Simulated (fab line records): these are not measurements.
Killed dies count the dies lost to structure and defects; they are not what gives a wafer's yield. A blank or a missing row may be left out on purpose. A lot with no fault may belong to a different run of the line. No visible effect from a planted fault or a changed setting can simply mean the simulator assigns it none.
Chamber matching + flow gf180mcu + 4 sister chambers for GF_CONTACT_CMP_04 on cmp-01
The step polishes SiO2. 7 wafers are shown with their chamber, then 8 later ones without.

EACH WAFER AND ITS CHAMBER
| wafer  | chamber | motor current A (A) | head pressure psi (psi) |
|--------|---------|---------------------|-------------------------|
| L950.2 | 3       | 11.6                | 3.994                   |
| L953.2 | 0       | 12.6                | 3.999                   |
| L953.5 | 1       | 12.1                | 3.995                   |
| L954.2 | 1       | 11.7                | 3.992                   |
| L954.3 | 0       | 12.5                | 3.999                   |
| L954.6 | 2       | 10.4                | 3.995                   |
| L955.2 | 2       | 10.2                | 4.007                   |

WAFERS WITHOUT THEIR CHAMBER
| wafer  | motor current A (A) | head pressure psi (psi) |
|--------|---------------------|-------------------------|
| L955.3 | 11.2                | 4.013                   |
| L955.6 | 11.8                | 3.999                   |
| L964.2 | 11.3                | 3.986                   |
| L964.3 | 10.5                | 3.998                   |
| L964.5 | 11.9                | 4.010                   |
| L969.2 | 12.0                | 4.009                   |
| L969.3 | 10.1                | 3.994                   |
| L969.4 | 11.5                | 4.000                   |

CHAMBER TAKEN BY EACH
| wafer  | from the rows above          | in truth |
|--------|------------------------------|----------|
| L955.3 | can't be placed: 3 or 2 or 1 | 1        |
| L955.6 | can't be placed: 1 or 3      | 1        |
| L964.2 | can't be placed: 3 or 1      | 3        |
| L964.3 | 2                            | 2        |
| L964.5 | can't be placed: 1 or 3 or 0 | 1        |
| L969.2 | can't be placed: 1 or 0 or 3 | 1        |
| L969.3 | 2                            | 2        |
| L969.4 | can't be placed: 3 or 1      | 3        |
Correctly placed: 2 of 8. Cannot be placed on the basis of these rows: 6; the candidates contain the true chamber in 6. 0 placed wrongly.
How it was worked out, from the rows above alone: a wafer's distance from a chamber is the root of the sum, over the readings, of the square of ((its reading less the chamber's mean) divided by the reading's scatter). The wafer belongs to the nearest chamber; if the next one is less than 2 further off, it can't be placed. The mean given for a chamber averages the wafers shown for that chamber. How the scatter is found: for the shown wafers, subtract from each reading the mean of its chamber, square and add these, divide the total by (wafers less chambers), then take the root.
